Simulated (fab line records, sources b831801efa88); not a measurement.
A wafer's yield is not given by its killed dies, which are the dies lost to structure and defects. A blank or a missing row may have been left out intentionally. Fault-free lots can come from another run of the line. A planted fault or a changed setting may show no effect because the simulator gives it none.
Which tool was responsible? -- flow sky130 -- 42 wafers from 14 lots sampled at 2 of the route's 708 steps

## WHAT EACH GAUGE READ, for each wafer
SKY_CAP2M_THK_MEAS_01. Usual: CAP2M_CVD_00_THK typically reads 15.50 nm, with standard deviation 0.27.
lot,measured,on,CAP2M_CVD_00_THK (nm),flag
L552,day 41 11:35,film-metro-02,15.21 15.50 15.23,
L551,day 41 12:31,film-metro-04,14.91 15.33 15.26,
L555,day 41 12:54,film-metro-02,15.47 15.16 15.61,
L556,day 41 13:08,film-metro-02,15.17 15.21 15.34,
L554,day 41 13:18,film-metro-04,15.43 15.68 15.62,
L558,day 41 13:57,film-metro-02,15.21 15.02 15.62,
L560,day 42 09:04,film-metro-02,15.47 15.94 15.83,
L559,day 42 10:52,film-metro-02,15.20 15.57 15.53,
L562,day 43 11:55,film-metro-02,15.36 15.64 15.58,
L569,day 44 12:56,film-metro-03,15.94 15.84 16.05,
L570,day 45 08:18,film-metro-04,15.35 15.43 15.74,
L572,day 45 15:32,film-metro-04,15.05 15.71 15.54,
L573,day 45 16:11,film-metro-04,15.50 15.44 15.88,
L574,day 45 18:40,film-metro-02,15.25 15.54 15.58,

## WHAT TOOL EACH LOT RAN ON (gives the tool, then ch and the chambers of the sampled wafers, and finally the start)
lot,SKY_VIA3_STRIP_16
L552,"plasma-asher-03 ch 0,1, day 41 10:08"
L551,"plasma-asher-02 ch 0,1, day 41 11:05"
L555,"plasma-asher-01 ch 0,1, day 41 11:26"
L556,"plasma-asher-03 ch 0,1, day 41 11:41"
L554,"plasma-asher-02 ch 0,1, day 41 11:49"
L558,"plasma-asher-03 ch 0,1, day 41 12:31"
L560,"plasma-asher-03 ch 0, day 42 07:38"
L559,"plasma-asher-02 ch 0,1, day 42 09:23"
L562,"plasma-asher-01 ch 0,1, day 43 10:23"
L569,"plasma-asher-01 ch 0,1, day 44 11:23"
L570,"plasma-asher-03 ch 0,1, day 45 06:38"
L572,"plasma-asher-02 ch 0,1, day 45 14:04"
L573,"plasma-asher-02 ch 0,1, day 45 14:46"
L574,"plasma-asher-01 ch 0,1, day 45 17:14"
- SKY_VIA3_STRIP_16: strips in O2/N2.

## WHAT THE TOOLS THEMSELVES READ (means of the sampled wafers that have a number; where no wafer has one, the mark that the record gives instead)
SKY_VIA3_STRIP_16. Usual: drypump-motor-current-A 5.7 A, standard deviation 0.34; oes-product-au 0.403 a.u., standard deviation 0.0046; strip-time-to-endpoint-s 4.147 s, standard deviation 0.025.
lot,tool,drypump-motor-current-A (A),oes-product-au (a.u.),strip-time-to-endpoint-s (s),flag
L552,plasma-asher-03,5.8,0.401,4.145,
L551,plasma-asher-02,5.6,0.406,4.134,
L555,plasma-asher-01,5.8,0.403,4.133,
L556,plasma-asher-03,5.6,0.408,4.142,
L554,plasma-asher-02,5.6,0.405,4.150,
L558,plasma-asher-03,5.5,0.401,4.131,
L560,plasma-asher-03,6.0,0.404,4.147,
L559,plasma-asher-02,5.9,0.401,4.131,
L562,plasma-asher-01,5.8,0.399,4.140,
L569,plasma-asher-01,5.8,0.397,4.123,
L570,plasma-asher-03,5.6,0.401,4.154,
L572,plasma-asher-02,5.6,0.402,4.161,
L573,plasma-asher-02,5.9,0.405,4.141,
L574,plasma-asher-01,5.8,0.403,4.154,

## THE ANSWER, worked out from the rows above alone
Rule: a lot counts as off when the mean over its wafers that have a number is more than 3 standard deviations away from the usual mean. A lot without any number at a reading at which 4 lots or more have one is off too. Any other lot the step has rows for is counted as sound. The gauges are gone through in route order, then the tools' own readings, and for those a lot's mean is taken as printed above. The first step at which some lot is off is used, and at that step the reading that is off furthest; a lot without a number counts as furthest.
No lot is off on any of the readings shown, so nothing can be concluded from this.

## WHAT THE SIMULATOR PUT IN
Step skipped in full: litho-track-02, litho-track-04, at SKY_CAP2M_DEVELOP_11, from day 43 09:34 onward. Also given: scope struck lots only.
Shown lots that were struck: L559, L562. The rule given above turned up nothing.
